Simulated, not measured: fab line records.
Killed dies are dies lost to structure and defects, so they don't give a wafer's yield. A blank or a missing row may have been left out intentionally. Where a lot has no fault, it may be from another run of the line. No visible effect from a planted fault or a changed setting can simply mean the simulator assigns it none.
The tool behind it: which one? ; flow sky130 ; Sampling: 12 lots, 36 wafers, 4 of 708 route steps

WHAT THE GAUGES SHOWED, per wafer
SKY_CAP2M_OVL_MEAS_12. Usual: for CAP2M_OVL the level is -0.5 nm and the standard deviation is 1.4.
lot;measured;on;CAP2M_OVL (nm);flag
L454;day 42 11:32;overlay-01;0.8 -0.9 0.3;
L455;day 42 14:35;overlay-01;-0.6 0.4 -1.4;
L453;day 42 16:08;overlay-02;-1.7 -1.6 1.0;
L459;day 43 14:52;overlay-01;-1.6 -2.6 -1.8;
L461;day 44 08:37;overlay-01;-1.1 -0.3 -0.3;
L466;day 45 14:23;overlay-01;0.4 0.3 -2.2;
L467;day 46 00:26;overlay-01;-1.7 0.1 -1.5;
L468;day 46 02:38;overlay-01;1.7 1.6 3.5;
L470;day 46 08:37;overlay-01;-3.6 -1.2 -2.2;
L472;day 47 02:56;overlay-01;-1.9 -2.0 -2.1;
L473;day 47 04:40;overlay-02;0.3 -0.8 0.2;
L475;day 47 19:02;overlay-02;0.3 0.0 2.0;

SKY_METAL4_CD_MEAS_13: the cd target is 300 nm. Usual: 300.3 nm for cdNm, sd 1.5.
lot;measured;on;cdNm (nm);flag
L454;day 43 11:20;cdSem-01;301.7 301.4 300.4;
L455;day 43 14:46;cdSem-01;298.8 298.9 298.4;
L453;day 43 16:32;cdSem-02;302.7 301.6 301.0;
L459;day 44 14:58;cdSem-02;301.3 301.9 300.3;
L461;day 45 07:20;cdSem-01;299.9 298.6 300.7;
L466;day 46 12:58;cdSem-01;299.0 298.6 296.9;
L467;day 46 23:01;cdSem-02;300.6 301.4 301.8;
L468;day 47 00:49;cdSem-02;297.9 299.0 299.5;
L470;day 47 06:26;cdSem-01;298.9 299.2 298.7;
L472;day 48 00:24;cdSem-02;301.3 299.8 299.9;
L473;day 48 02:22;cdSem-01;301.4 301.1 301.6;
L475;day 48 15:44;cdSem-02;300.6 301.6 301.4;

WHAT TOOL EACH LOT RAN ON (gives the tool, then ch and the chambers of the sampled wafers, and finally the start)
lot;SKY_METAL3_METAL_ETCH_18;SKY_CAP2M_SPUTTER_02
L454;rieMetal-03 ch 0,1, day 40 07:41;pvdSputter-01, day 41 11:18
L455;rieMetal-03 ch 0,1, day 40 10:28;pvdSputter-01, day 41 14:20
L453;rieMetal-03 ch 0,1, day 40 12:31;pvdSputter-02, day 41 16:25
L459;rieMetal-01 ch 0,1, day 41 11:26;pvdSputter-03, day 42 15:14
L461;rieMetal-01 ch 0,1, day 42 07:31;pvdSputter-01, day 43 09:49
L466;rieMetal-01 ch 0, day 43 13:28;pvdSputter-01, day 44 15:56
L467;rieMetal-03 ch 0,1, day 43 23:55;pvdSputter-01, day 45 02:39
L468;rieMetal-01 ch 0,1, day 44 02:20;pvdSputter-03, day 45 04:40
L470;rieMetal-01 ch 0,1, day 44 10:32;pvdSputter-01, day 45 11:29
L472;rieMetal-03 ch 0,1, day 45 04:05;pvdSputter-02, day 46 05:23
L473;rieMetal-02 ch 0,1, day 45 07:35;pvdSputter-02, day 46 08:43
L475;rieMetal-02 ch 0,1, day 45 22:04;pvdSputter-02, day 46 22:25
- SKY_METAL3_METAL_ETCH_18: etches the open film in Cl2/BCl3, stops on SiO2, target depth 845 nm, time 183.1 s.
- SKY_CAP2M_SPUTTER_02: material TiN, target thk 200 nm, time 166.7 s.

AS READ BY THE TOOLS THEMSELVES (means over the sampled wafers that have a number; for cases with no such wafer, the mark the record gives instead)
SKY_METAL3_METAL_ETCH_18. Usual: chamberPressureMTorr 9.999 mTorr, standard deviation 0.0098; drypumpMotorCurrentA 5.44 A, standard deviation 0.28; heBacksideLeakSccm 3.3 sccm, standard deviation 0.53; oesProductAu 0.863 a.u., standard deviation 0.0069; throttleValvePct 22.264 %, standard deviation 0.0094.
lot;tool;chamberPressureMTorr (mTorr);drypumpMotorCurrentA (A);heBacksideLeakSccm (sccm);oesProductAu (a.u.);throttleValvePct (%);flag
L454;rieMetal-03;10.003;5.41;3.1;0.862;22.263;
L455;rieMetal-03;9.997;5.42;4.0;0.869;22.269;
L453;rieMetal-03;9.997;5.21;3.2;0.867;22.273;
L459;rieMetal-01;9.991;5.56;3.3;0.870;22.256;
L461;rieMetal-01;9.998;5.58;4.1;0.860;22.267;
L466;rieMetal-01;9.995;5.75;3.1;0.866;22.274;
L467;rieMetal-03;10.002;5.41;3.2;0.851;22.267;
L468;rieMetal-01;9.333;5.57;3.2;0.869;22.267;OFF
L470;rieMetal-01;8.668;5.42;3.2;0.868;22.264;OFF
L472;rieMetal-03;10.013;5.44;3.1;0.863;22.263;
L473;rieMetal-02;9.995;5.39;4.2;0.865;22.262;
L475;rieMetal-02;9.995;5.38;4.2;0.864;22.261;

SKY_CAP2M_SPUTTER_02. Usual: 30.5 % for throttleValvePct, sd 0.92.
lot;tool;throttleValvePct (%);flag
L454;pvdSputter-01;30.7;
L455;pvdSputter-01;30.6;
L453;pvdSputter-02;30.9;
L459;pvdSputter-03;29.4;
L461;pvdSputter-01;30.6;
L466;pvdSputter-01;30.7;
L467;pvdSputter-01;30.7;
L468;pvdSputter-03;29.5;
L470;pvdSputter-01;31.2;
L472;pvdSputter-02;29.7;
L473;pvdSputter-02;29.3;
L475;pvdSputter-02;29.8;

THE ANSWER, worked out from the rows above alone
Rule: lot off if the mean of its wafers having a number is beyond 3 standard deviations from the usual mean. A lot without any number at a reading at which 4 lots or more have one is off too. The other lots that the step has rows for count as sound. Order of review: gauges by route order, followed by the tools' own readings, for which a lot's mean as printed above is used. At the first step where some lot is off, the reading lying furthest off is the one used; lots without a number count as furthest.
Off: L468, L470, at SKY_METAL3_METAL_ETCH_18 (chamberPressureMTorr).
A tool fits if, at that step or a process step before it, it ran every lot that is off, and no sound lot after the first of them. One fits: SKY_METAL3_METAL_ETCH_18 on rieMetal-01. A fault onset in the window from L466 (day 43 13:28, its last sound lot) to L468 (day 44 02:20, its first lot off) fits.
On the lots that are off, the tool's own readings at SKY_METAL3_METAL_ETCH_18 differ by more than 5 times the standard deviation of the sound lots' means, which bears it out; chamberPressureMTorr reads 9.000 mTorr there versus 9.999 mTorr on the sound lots.

WHAT THE SIMULATOR PUT IN
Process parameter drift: rieMetal-01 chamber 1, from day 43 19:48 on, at SKY_METAL3_METAL_ETCH_18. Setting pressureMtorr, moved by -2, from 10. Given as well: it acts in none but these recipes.
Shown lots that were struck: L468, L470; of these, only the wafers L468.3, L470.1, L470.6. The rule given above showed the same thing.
